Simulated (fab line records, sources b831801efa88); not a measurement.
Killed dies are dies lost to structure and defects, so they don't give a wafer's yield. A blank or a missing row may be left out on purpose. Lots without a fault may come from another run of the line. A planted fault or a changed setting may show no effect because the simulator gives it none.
Which tool did it? | flow gf180mcu | 14 lots, 42 wafers sampled, at 2 steps of a route of 602

WHAT THE GAUGES READ, wafer by wafer
GF_V2_OVL_MEAS_15. Usual: V2_OVL -3 nm, standard deviation 5.1.
lot  | measured     | on         | V2_OVL (nm) | flag
L774 | day 20 07:59 | overlay-02 | -5 -2 -9    |
L775 | day 20 19:13 | overlay-01 | -3 -6 -3    |
L777 | day 21 10:05 | overlay-02 | -11 -10 -11 |
L778 | day 22 01:16 | overlay-01 | 5 2 3       |
L780 | day 22 17:12 | overlay-01 | -7 -2 -2    |
L788 | day 25 09:17 | overlay-02 | 2 -8 -1     |
L789 | day 25 14:43 | overlay-02 | 8 3 6       |
L790 | day 25 20:27 | overlay-02 | 2 9 3       |
L792 | day 26 10:41 | overlay-01 | -8 1 2      |
L793 | day 26 15:43 | overlay-01 | -5 2 -1     |
L794 | day 27 02:04 | overlay-02 | -3 2 -2     |
L795 | day 27 11:11 | overlay-01 | -1 4 3      |
L796 | day 27 17:23 | overlay-02 | -4 1 -2     |
L797 | day 28 00:17 | overlay-02 | -7 -3 -9    |

GF_V2_RS_MEAS_24: measures by four-point-probe. Usual: V2_W_RS 0.329 ohm/sq, standard deviation 0.0049.
lot  | measured     | on            | V2_W_RS (ohm/sq)  | flag
L774 | day 20 08:57 | film_metro-02 | 0.327 0.329 0.327 |
L775 | day 20 20:08 | film_metro-01 | 0.330 0.329 0.328 |
L777 | day 21 11:05 | film_metro-01 | 0.329 0.331 0.332 |
L778 | day 22 02:16 | film_metro-01 | 0.324 0.327 0.328 |
L780 | day 22 18:09 | film_metro-02 | 0.331 0.336 0.340 |
L788 | day 25 10:12 | film_metro-02 | 0.337 0.334 0.340 |
L789 | day 25 15:38 | film_metro-03 | 0.332 0.330 0.326 |
L790 | day 25 21:24 | film_metro-03 | 0.330 0.336 0.333 |
L792 | day 26 11:37 | film_metro-03 | 0.325 0.325 0.327 |
L793 | day 26 16:40 | film_metro-02 | 0.326 0.321 0.327 |
L794 | day 27 02:58 | film_metro-02 | 0.337 0.333 0.333 |
L795 | day 27 12:13 | film_metro-03 | 0.328 0.328 0.327 |
L796 | day 27 18:26 | film_metro-02 | 0.320 0.321 0.320 |
L797 | day 28 01:13 | film_metro-01 | 0.340 0.331 0.338 |

WHICH TOOL RAN EACH LOT (tool, then ch and the chambers of the sampled wafers, then the start)
The record holds no process step before these readings.

WHAT THE TOOLS THEMSELVES READ (means of the sampled wafers that have a number; where no wafer has one, the mark that the record gives instead)
The record holds no such reading with a usual standard deviation.

THE ANSWER, worked out from the rows above alone
Rule: a lot is off if the mean of its wafers that have a number lies more than 3 standard deviations from the usual mean. A lot without any number at a reading at which 4 lots or more have one is off too. The other lots that the step has rows for count as sound. The gauges are gone through in route order, then the tools' own readings, and for those a lot's mean is taken as printed above. The first step at which some lot is off is used, and at that step the reading that is off furthest; a lot without a number counts as furthest.
No lot is off at any reading shown: from this, nothing can be told.

WHAT THE SIMULATOR HAD PUT IN
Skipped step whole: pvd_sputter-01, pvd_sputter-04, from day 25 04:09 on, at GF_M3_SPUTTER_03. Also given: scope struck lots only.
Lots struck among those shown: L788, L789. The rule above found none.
